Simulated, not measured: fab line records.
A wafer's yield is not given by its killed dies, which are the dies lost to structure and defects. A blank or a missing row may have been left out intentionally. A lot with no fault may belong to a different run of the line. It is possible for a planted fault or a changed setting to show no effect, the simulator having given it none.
A struck lot beside a sound one :: flow gf180mcu :: 16 out of 602 route steps
Sound: the wafers L442.3, L442.4, L442.5. Wafers struck: L452.1, L452.4, L452.6. The cause is given at the end.
Per side, at each step with rows, come the tool, then ch with its chambers, and then its first start. Under that, the readings that differ: sound wafers :: struck wafers :: difference of the means :: sigmas: that difference in standard deviations of wafers without a fault.
alike: readings whose means differ by less than 2 such deviations, and words and numbers that are the same on both sides. not compared: withheld readings, readings that some wafer has no value for, bounds like >300 that may hide the same value, and numbers for which the record gives no deviation and whose values overlap.
A row with sigmas, a row that says differs or no value, or rows on one side alone: a step with any of these is where the two part. When numbers do not overlap yet have no deviation, they are printed without sigmas and do not part them. A reading that every wafer of one side lacks parts them only if that side has two wafers or more.

first, 1 step without rows for these wafers: GF_HV_LDD_IMPLANT_36.
GF_HV_LDD_STRIP_37: strips in O2/N2.
  sound on plasmaAsher-03 ch 0,1, day 12 17:44; struck on plasmaAsher-04 ch 0,1, day 15 19:26
  alike: drypumpMotorCurrentA, heaterPowerW, n2FlowSccm, oesProductAu, platenTempC, stripTimeToEndpointS
  not compared: rfHoursCounterH
GF_HV_LDD_TW_MEAS_38:
  sound on filmMetro-04, day 12 17:49; struck on filmMetro-01, day 15 19:32
  alike: HV_LDD_3_TW
then, 7 steps without rows for these wafers: GF_HV_LDD_DEHYDRATE_39 (time 60 s); GF_HV_LDD_HMDS_40 (prime time 60 s); GF_HV_LDD_COAT_41 (resist thk 1000 nm); GF_HV_LDD_SOFTBAKE_42 (time 60 s); GF_HV_LDD_EXPOSE_43 (exposes mask Pplus HV AREA, target cd 400 nm); GF_HV_LDD_PEB_44; GF_HV_LDD_DEVELOP_45 (develop time 60 s).
GF_HV_LDD_CD_MEAS_46 targets a cd of 400 nm.
  sound on cdSem-01, day 13 13:35; struck on cdSem-02, day 16 18:20
  alike: cdNm
GF_HV_LDD_OVL_MEAS_47:
  sound on overlay-02, day 13 13:41; struck on overlay-02, day 16 18:27
  alike: HV_LDD_03_OVL
GF_HV_LDD_IMPLANT_48:
  sound on implanter-01 ch 0, day 13 13:46; struck on implanter-04, day 16 18:29
  no value came back on the struck wafers for beamEnergyKeV, beamOnS (s); on the sound wafers beamEnergyKeV reads 24.989 24.996 24.988
GF_HV_LDD_STRIP_49: strips in O2/N2.
  sound on plasmaAsher-04 ch 0,1, day 13 13:53; struck on plasmaAsher-02 ch 0,1, day 16 18:38
reading: stripTimeToEndpointS (s)
sound: 12.62 12.66 12.67
struck: 12.58 12.59 12.58
difference: -0.07
sigmas: -2
  alike: drypumpMotorCurrentA, heaterPowerW, n2FlowSccm, oesProductAu, platenTempC
  not compared: rfHoursCounterH
GF_HV_LDD_TW_MEAS_50:
  sound on filmMetro-04, day 13 13:59; struck on filmMetro-03, day 16 18:44
reading: HV_LDD_4_TW
sound: 578 575 575
struck: 30 30 30
difference: -546
sigmas: -99 or more
then, 1 step without rows for these wafers: GF_HV_LDD_CLEAN_51 (cleans in SC1/SC2, time 150 s).

WHERE THEY PART
At GF_HV_LDD_IMPLANT_48 first; at GF_HV_LDD_TW_MEAS_50 last (within this record only).

WHY: what the simulator had put in
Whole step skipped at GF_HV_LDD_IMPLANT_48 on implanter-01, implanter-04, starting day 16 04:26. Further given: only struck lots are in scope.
